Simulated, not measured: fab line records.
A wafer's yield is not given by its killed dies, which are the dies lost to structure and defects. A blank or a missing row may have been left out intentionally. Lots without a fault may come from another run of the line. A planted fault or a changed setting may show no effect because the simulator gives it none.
Problem report, 8D (eight disciplines) form, completed by code / flow gf180mcu / the parts of the form that need people (team, actions taken, sign-off) are left out

1. WHAT WENT WRONG
Mean of run-length-s at GF_M2_METAL_ETCH_16: 136.6 s across 4 wafers in 2 lots; on wafers with no fault it is 132.9 s (standard deviation 0.42). That is +8.9 standard deviations from the usual mean.
The step: etches the open film in Cl2/BCl3, stops on SiO2, target depth 627.5 nm, time 104.6 s.
The first sign was on wafer L654.3 at day 22 01:16, on rie-metal-04. Wafers with a number at this step in the record: 36, from 12 lots. Rule for "out" (also "out of limits"): further than 4 standard deviations from the usual mean. The rest of the wafers with a number are treated as sound.

2. WHAT IT IS, WHAT IT ISN'T
question=which readings at this step | is=run-length-s | is not=drypump-motor-current-A, rf-fwd-power-W
question=which lots | is=L654, L658 | is not=L647, L660, L661, L662, L664, L665, L666, L667, L668, L670
question=which wafers of those lots | is=L654.3, L654.6, L658.1, L658.6 | is not=L654.2, L658.4
question=read on which tools | is=rie-metal-04 | is not=rie-metal-02, rie-metal-03
question=when | is=from day 22 01:16 | is not=up to then (4 sound wafers); but 28 sound wafers of L658, L660, L661, L662, L664, L665, L666, L667, L668, L670 came after

3. WHAT RULES OUT EACH SUSPECT
Counting: if a tool at a process step up to the reading ran every lot that is out, it stays a suspect. Sound lots after the first of them don't rule it out here, since some wafers of a struck lot are sound.
- rie-metal-04 at GF_M2_METAL_ETCH_16 (etches the open film in Cl2/BCl3, stops on SiO2, target depth 627.5 nm, time 104.6 s): kept. It ran every lot that is out, first L654 (day 22 01:16); its last sound lot up to then is L647 (day 19 12:39). On those wafers its own readings are out: run-length-s.
- At GF_M2_METAL_ETCH_16 on rie-metal-04, chamber 0 took the sound wafers of the same lots and chamber 1 took the wafers that are out.
After counting, what remains is rie-metal-04 at GF_M2_METAL_ETCH_16.

4. THE CAUSE (what the simulator had put in)
rie-metal-04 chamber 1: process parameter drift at GF_M2_METAL_ETCH_16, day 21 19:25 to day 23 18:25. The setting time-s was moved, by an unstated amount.
This tool alone remained once counting was done.

5. SEQUENCE OF EFFECTS, ordered by route
Each row: a reading where the mean over the struck wafers with a number is more than 3 standard deviations away from the usual. Scope: only readings with a usual standard deviation given in the record; hours: median across lots of the time from each lot's start at the first step in this table that gives one to its start at this step; sigmas: change in usual standard deviations.
hours=0; step=GF_M2_METAL_ETCH_16; reading=oes-product-au; usual=0.972 a.u.; on struck wafers=0.945; change=-0.027; sigmas=-4.3
hours=0; step=GF_M2_METAL_ETCH_16; reading=run-length-s; usual=132.9 s; on struck wafers=136.6; change=+3.7; sigmas=+8.9
Process steps it contains:
- GF_M2_METAL_ETCH_16: etches the open film in Cl2/BCl3, stops on SiO2, target depth 627.5 nm, time 104.6 s.

6. WHAT WOULD HAVE CAUGHT IT SOONER
6 hours passed between the start of the fault at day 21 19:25 and the first reading out of limits in this record, taken at day 22 01:16.
